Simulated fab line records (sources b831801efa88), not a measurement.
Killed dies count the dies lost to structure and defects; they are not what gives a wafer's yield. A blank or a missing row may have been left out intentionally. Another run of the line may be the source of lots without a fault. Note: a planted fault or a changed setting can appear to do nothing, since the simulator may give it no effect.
Problem report, 8D (eight disciplines) form, completed by code    flow sky130    the parts of the form that need people (team, actions taken, sign-off) are left out

1. THE ISSUE
VT_ADJUST_LVTN_TW at SKY_VT_ADJUST_LVTN_TW_MEAS_10 reads a mean of 30.2 on 3 wafers of 1 lot; wafers without a fault read 241.4 with a standard deviation of 2.2. That puts it -96 standard deviations away from the usual mean.
First observed at day 9 21:10: wafer L114.2, on filmMetro-03. The record holds 33 wafers of 11 lots with a number at this step. Rule for "out", or "out of limits": more than 4 standard deviations from the usual mean. The rest of the wafers with a number are treated as sound.

2. WHAT IT IS, WHAT IT ISN'T
question                     is                      is not
which readings at this step  VT_ADJUST_LVTN_TW       -
which lots                   L114                    L107, L110, L111, L112, L122, L123, L124, L125, L126, L127
which wafers of those lots   all that have a number  -
read on which gauges         filmMetro-03            filmMetro-02, filmMetro-04
when                         from day 9 21:10        up to then (12 sound wafers); but 18 sound wafers of L122, L123, L124, L125, L126, L127 came after

3. WHAT RULES OUT EACH SUSPECT
Counting: a tool stays on the suspect list if, at a process step up to the reading, it processed all lots that are out and no sound lot following the first of them.
- the gauge at SKY_VT_ADJUST_LVTN_TW_MEAS_10 has been ruled out. All the wafers that are out were read on filmMetro-03, but those of them that SKY_VT_ADJUST_HVTP_STRIP_10 has rows for are out there too, on other tools.
- plasmaAsher-02 at SKY_VT_ADJUST_HVTP_STRIP_10 (strips in O2/N2): ruled out as a lasting fault. After its first lot that is out, L114 (day 8 23:21), sound lots L123, L127 ran on it.
- plasmaAsher-04 at SKY_VT_ADJUST_LVTN_STRIP_09 (strips in O2/N2): ruled out as a lasting fault. After its first lot that is out, L114 (day 9 21:04), sound lots L123, L126, L127 ran on it.
Left after counting: nothing in the record.

4. THE CAUSE (what the simulator had put in)
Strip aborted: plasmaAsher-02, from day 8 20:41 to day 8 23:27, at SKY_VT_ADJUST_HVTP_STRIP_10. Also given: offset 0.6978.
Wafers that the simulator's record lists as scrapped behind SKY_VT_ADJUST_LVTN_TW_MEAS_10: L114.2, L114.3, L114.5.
The count ruled it out by mistake, since the rule takes a fault to strike every lot its tool runs from the start of the fault on, and this one did not do so.

5. THE CHAIN OF EFFECTS, in route order
Each row: a reading whose mean over the struck wafers that have a number lies more than 3 standard deviations from the usual. Readings are gone through only where the record gives a usual standard deviation; hours: the median, over the lots, of the time from a lot's start at the first step in this table giving one to that lot's start at this step; sigmas: the change measured in usual standard deviations.
hours  step                           reading               usual       on struck wafers  change  sigmas
0      SKY_VT_ADJUST_HVTP_STRIP_10    oesProductAu          0.716 a.u.  0.928             +0.212  +44
22     SKY_VT_ADJUST_LVTN_STRIP_09    stripTimeToEndpointS  36.90 s     44.44             +7.54   +58
22     SKY_VT_ADJUST_LVTN_TW_MEAS_10  VT_ADJUST_LVTN_TW     241.4       30.2              -211.2  -96
Its process steps:
- SKY_VT_ADJUST_HVTP_STRIP_10: strips in O2/N2.
- SKY_VT_ADJUST_LVTN_STRIP_09: strips in O2/N2.
Readings that are blank on the struck wafers while sound wafers have them: stripTimeToEndpointS at SKY_VT_ADJUST_HVTP_STRIP_10.

6. WHAT WOULD HAVE CAUGHT IT SOONER
In this record the first reading out of limits at a measuring or inspecting step was taken at day 9 21:10, 24 hours after the fault began at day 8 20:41.
The tool's own readings at SKY_VT_ADJUST_HVTP_STRIP_10 were out on every struck wafer that the step has a row for (oesProductAu): an alarm limit on them would have fired on the first of those.
